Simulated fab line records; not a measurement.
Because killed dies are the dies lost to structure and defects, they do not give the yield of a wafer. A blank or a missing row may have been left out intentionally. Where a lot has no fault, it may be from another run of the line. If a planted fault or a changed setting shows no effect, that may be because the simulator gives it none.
Lot-split experiment / flow sfqLine / 27 wafers read from 5 lots, route of 325 steps

THE SPLIT ITSELF
At SFQ_TRILAYER_L0_BARC_OPEN_METAL_ETCH_010 (etches BARC in O2, target depth 125 nm, time 41.7 s), the setting timeS was moved away from the recipe's 41.7 s on 9 of the 27 wafers read, by -48.8% to -28.6%. The other wafers ran this setting at the recipe's value.

The reading comes from the split's own step.

THE READING
oesProductAu, in a.u., at SFQ_TRILAYER_L0_BARC_OPEN_METAL_ETCH_010 (etches BARC in O2, target depth 125 nm, time 41.7 s). Typical for fault-free wafers on this fab line: 0.685 a.u., with standard deviation 0.0046 a.u.

wafer=L074.1; tool, chamber at the split=rieMetal-02, 1; timeS as run, s=29.78; against the recipe=-28.6%; oesProductAu, a.u.=0.800; against lot-mates on the recipe=+0.115
wafer=L074.2; tool, chamber at the split=rieMetal-02, 0; timeS as run, s=41.7; against the recipe=recipe; oesProductAu, a.u.=0.676; against lot-mates on the recipe=-
wafer=L074.3; tool, chamber at the split=rieMetal-02, 1; timeS as run, s=29.78; against the recipe=-28.6%; oesProductAu, a.u.=0.809; against lot-mates on the recipe=+0.124
wafer=L074.4; tool, chamber at the split=rieMetal-02, 0; timeS as run, s=41.7; against the recipe=recipe; oesProductAu, a.u.=0.696; against lot-mates on the recipe=-
wafer=L074.5; tool, chamber at the split=rieMetal-02, 0; timeS as run, s=41.7; against the recipe=recipe; oesProductAu, a.u.=0.683; against lot-mates on the recipe=-
wafer=L074.6; tool, chamber at the split=rieMetal-02, 1; timeS as run, s=29.78; against the recipe=-28.6%; oesProductAu, a.u.=0.815; against lot-mates on the recipe=+0.130
wafer=L078.1; tool, chamber at the split=rieMetal-04, 1; timeS as run, s=41.7; against the recipe=recipe; oesProductAu, a.u.=0.682; against lot-mates on the recipe=-
wafer=L078.2; tool, chamber at the split=rieMetal-04, 0; timeS as run, s=23.07; against the recipe=-44.7%; oesProductAu, a.u.=0.930; against lot-mates on the recipe=+0.246
wafer=L078.3; tool, chamber at the split=rieMetal-04, 0; timeS as run, s=23.07; against the recipe=-44.7%; oesProductAu, a.u.=0.939; against lot-mates on the recipe=+0.255
wafer=L078.4; tool, chamber at the split=rieMetal-04, 1; timeS as run, s=41.7; against the recipe=recipe; oesProductAu, a.u.=0.683; against lot-mates on the recipe=-
wafer=L078.5; tool, chamber at the split=rieMetal-04, 1; timeS as run, s=41.7; against the recipe=recipe; oesProductAu, a.u.=0.686; against lot-mates on the recipe=-
wafer=L078.6; tool, chamber at the split=rieMetal-04, 0; timeS as run, s=23.07; against the recipe=-44.7%; oesProductAu, a.u.=0.933; against lot-mates on the recipe=+0.249
wafer=L079.1; tool, chamber at the split=rieMetal-02, 1; timeS as run, s=41.7; against the recipe=recipe; oesProductAu, a.u.=0.682; against lot-mates on the recipe=-
wafer=L079.2; tool, chamber at the split=rieMetal-02, 0; timeS as run, s=41.7; against the recipe=recipe; oesProductAu, a.u.=0.684; against lot-mates on the recipe=-
wafer=L079.3; tool, chamber at the split=rieMetal-02, 0; timeS as run, s=41.7; against the recipe=recipe; oesProductAu, a.u.=0.691; against lot-mates on the recipe=-
wafer=L079.4; tool, chamber at the split=rieMetal-02, 1; timeS as run, s=41.7; against the recipe=recipe; oesProductAu, a.u.=0.682; against lot-mates on the recipe=-
wafer=L079.5; tool, chamber at the split=rieMetal-02, 0; timeS as run, s=41.7; against the recipe=recipe; oesProductAu, a.u.=0.689; against lot-mates on the recipe=-
wafer=L079.6; tool, chamber at the split=rieMetal-02, 1; timeS as run, s=41.7; against the recipe=recipe; oesProductAu, a.u.=0.693; against lot-mates on the recipe=-
wafer=L082.2; tool, chamber at the split=rieMetal-02, 1; timeS as run, s=41.7; against the recipe=recipe; oesProductAu, a.u.=0.686; against lot-mates on the recipe=-
wafer=L082.3; tool, chamber at the split=rieMetal-02, 0; timeS as run, s=41.7; against the recipe=recipe; oesProductAu, a.u.=0.680; against lot-mates on the recipe=-
wafer=L082.5; tool, chamber at the split=rieMetal-02, 1; timeS as run, s=41.7; against the recipe=recipe; oesProductAu, a.u.=0.687; against lot-mates on the recipe=-
wafer=L085.1; tool, chamber at the split=rieMetal-02, 1; timeS as run, s=21.35; against the recipe=-48.8%; oesProductAu, a.u.=0.978; against lot-mates on the recipe=+0.299
wafer=L085.2; tool, chamber at the split=rieMetal-02, 1; timeS as run, s=41.7; against the recipe=recipe; oesProductAu, a.u.=0.681; against lot-mates on the recipe=-
wafer=L085.3; tool, chamber at the split=rieMetal-02, 1; timeS as run, s=41.7; against the recipe=recipe; oesProductAu, a.u.=0.677; against lot-mates on the recipe=-
wafer=L085.4; tool, chamber at the split=rieMetal-02, 1; timeS as run, s=41.7; against the recipe=recipe; oesProductAu, a.u.=0.679; against lot-mates on the recipe=-
wafer=L085.5; tool, chamber at the split=rieMetal-02, 1; timeS as run, s=21.35; against the recipe=-48.8%; oesProductAu, a.u.=0.971; against lot-mates on the recipe=+0.292
wafer=L085.6; tool, chamber at the split=rieMetal-02, 1; timeS as run, s=21.35; against the recipe=-48.8%; oesProductAu, a.u.=0.973; against lot-mates on the recipe=+0.294

FIT RESULTS
A straight line over all 27 wafers: oesProductAu changes by -0.00561 a.u. for each +1% of timeS; r = -0.99; the points scatter about the line by 0.015 a.u.
The same after taking each lot's own level away (the mean of its wafers on the recipe; 27 wafers): -0.00566 a.u. for each +1%; r = -0.99; scatter 0.015 a.u.
According to that fit, moving timeS by its largest amount changes the reading by 0.28 a.u.
From 0.6790 to 0.6868 a.u.: that is the span of the lots' own levels, equal to 1.7 times the standard deviation above.
The two slopes agree, so the slope changes little with the lot-to-lot level.
Check: +0.269 a.u. against its lot-mates is what the line predicts for one of the wafers moved furthest among these (-48.8%) when that wafer is left out of the fit. It came out at +0.299 a.u. against them.
Tool readings at the split's step, against how far the setting was moved: oesProductAu r = -0.99.

THE WHOLE CHAIN: every reading that the file lists as answering this split, in the file's order
step=SFQ_TRILAYER_L0_BARC_OPEN_METAL_ETCH_010; what it does=etches BARC in O2, target depth 125 nm, time 41.7 s; reading=oesProductAu; change (the file's fit)=-0.0056 a.u. for each +1% of the setting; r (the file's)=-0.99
step=SFQ_TRILAYER_L0_BARC_OPEN_METAL_ETCH_010; what it does=etches BARC in O2, target depth 125 nm, time 41.7 s; reading=KrF_of_TRILAYER_L0_LITHO_COAT_005.thkNm (the simulator's own value, which no gauge read); change (the file's fit)=-0.53 nm for each +1% of the setting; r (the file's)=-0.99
step=SFQ_TRILAYER_L0_ETCH_METAL_ETCH_008; what it does=etches MoNx KI in SF6/O2, stops on SiO2, target depth 50 nm, time 25 s; reading=KrF_of_TRILAYER_L0_LITHO_COAT_005.thkNm (the simulator's own value, which no gauge read); change (the file's fit)=-0.544 nm for each +1% of the setting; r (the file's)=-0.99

THE FILE'S OWN FIT
oesProductAu changes by -0.0056 a.u. for each +1% of timeS, r = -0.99.
